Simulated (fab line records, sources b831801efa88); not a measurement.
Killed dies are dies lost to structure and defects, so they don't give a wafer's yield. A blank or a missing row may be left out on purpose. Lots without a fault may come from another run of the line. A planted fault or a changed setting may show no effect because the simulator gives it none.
A struck lot beside a sound one | flow sky130 | 15 steps out of a route of 708
Sound: wafers L625.1, L625.2, L625.4. Struck: wafers L634.1, L634.3, L634.4. The cause comes at the end.
At each step with rows: each side's tool, then ch and its chambers, then its first start. Under that, the readings that differ: sound wafers | struck wafers | difference of the means | sigmas: that difference in standard deviations of wafers without a fault.
alike: readings whose means differ by less than 2 such deviations, and words and numbers that are the same on both sides. not compared: withheld readings, readings that some wafer has no value for, bounds like >300 that may hide the same value, and numbers for which the record gives no deviation and whose values overlap.
The two part at a step that has a row with sigmas, a row that says differs or no value, or rows on one side only. Numbers that don't overlap but have no deviation are shown without sigmas and don't part them. A reading that every wafer of one side lacks parts them only if that side has two wafers or more.

SKY_VIA1_STRIP_16: strips in O2/N2.
  sound on plasma_asher-02 ch 0,1, day 33 22:59; struck on plasma_asher-02 ch 0,1, day 37 11:40
  alike: drypump_motor_current_A, o2_flow_sccm, oes_product_au, strip_time_to_endpoint_s
  not compared: rf_hours_counter_h
then, 3 steps without rows for these wafers: SKY_VIA1_STRIP_17 (strips in post etch residue remover, time 1200 s); SKY_VIA1_CLEAN_18 (cleans in IPA, time 180 s); SKY_VIA1_CLEAN_19 (cleans in O3/DIW).
SKY_VIA1_SPUTTER_20: material TiN, target thk 20 nm, time 80 s.
  sound on pvd_sputter-01, day 33 23:37; struck on pvd_sputter-01, day 37 12:18
  alike: chamber_pressure_pa, throttle_valve_pct
SKY_VIA1_CVD_21: deposits W, target thk 270 nm, time 80.902 s.
  sound on cvd_w-01 ch 0,1, day 33 23:41; struck on cvd_w-01 ch 0,1, day 37 12:22
  alike: chamber_pressure_Torr, heater_power_w
SKY_VIA1_RS_MEAS_22: measures by four-point-probe.
  sound on film_metro-02, day 33 23:46; struck on film_metro-01, day 37 12:28
  alike: VIA1_W_RS
SKY_VIA1_THK_MEAS_23: measures by xrf.
  sound on film_metro-02, day 33 23:53; struck on film_metro-01, day 37 12:35
  alike: VIA1_W_THK
then, 3 steps without rows for these wafers: SKY_VIA1_CMP_24 (polishes, stops on SiO2, t overpolish 15 s, target thk 0 nm); SKY_METAL2_SPUTTER_00 (material Ti, target thk 15 nm, time 10 s); SKY_METAL2_SPUTTER_01 (material TiN, target thk 20 nm, time 16.7 s).
SKY_METAL2_SPUTTER_02: material AlCu, target thk 250 nm, time 13.3 s.
  sound on pvd_sputter-04, day 34 00:18; struck on pvd_sputter-04, day 37 12:59
  alike: chamber_pressure_pa, throttle_valve_pct
SKY_METAL2_SPUTTER_03: material Ti, target thk 5 nm, time 3.3 s.
  sound on pvd_sputter-04, day 34 00:19; struck on pvd_sputter-04, day 37 13:01
  reading                  | sound                | struck               | difference | sigmas
  chamber_pressure_pa (Pa) | 0.4003 0.4017 0.3981 | 0.2984 0.2977 0.2976 | -0.1021    | -99 or more
  throttle_valve_pct (%)   | 30.1 31.0 28.5       | 35.3 35.8 33.0       | +4.8       | +5
  not compared: model.Ti_of_METAL2_SPUTTER_03.thk_nm
SKY_METAL2_SPUTTER_04: material TiN, target thk 70 nm, time 58.3 s.
  sound on pvd_sputter-04, day 34 00:20; struck on pvd_sputter-04, day 37 13:02
  alike: chamber_pressure_pa, throttle_valve_pct
-- the record jumps here: 11 days lie between the struck wafers' starts before and after (it left off in module METAL2 and takes up again in module PAD_OPEN, whose first step shown is number 708 of the route) --
SKY_PAD_OPEN_PROBE_99:
  sound on prober-02, day 45 17:34; struck on prober-01, day 48 04:08
  alike: defect_limited_yield, killed_at_M0_to_M3, killed_at_M4_up, killed_at_contacts, killed_at_front_end, killed_at_other, killed_dies, killed_open, killed_short, sort_bin_3_pad_short, sort_bin_5_function, sort_bin_6_memory, sort_n_pass, sort_yield_pct

WHERE THEY PART
Only at SKY_METAL2_SPUTTER_03, within this record. Later steps at which nothing parts them and some readings are alike: SKY_METAL2_SPUTTER_04, SKY_PAD_OPEN_PROBE_99.

WHY: what the simulator had put in
Process parameter drift: pvd_sputter-04, from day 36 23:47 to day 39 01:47, at SKY_METAL2_SPUTTER_03. Setting chamber_pressure_pa, moved by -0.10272, from 0.4. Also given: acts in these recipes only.
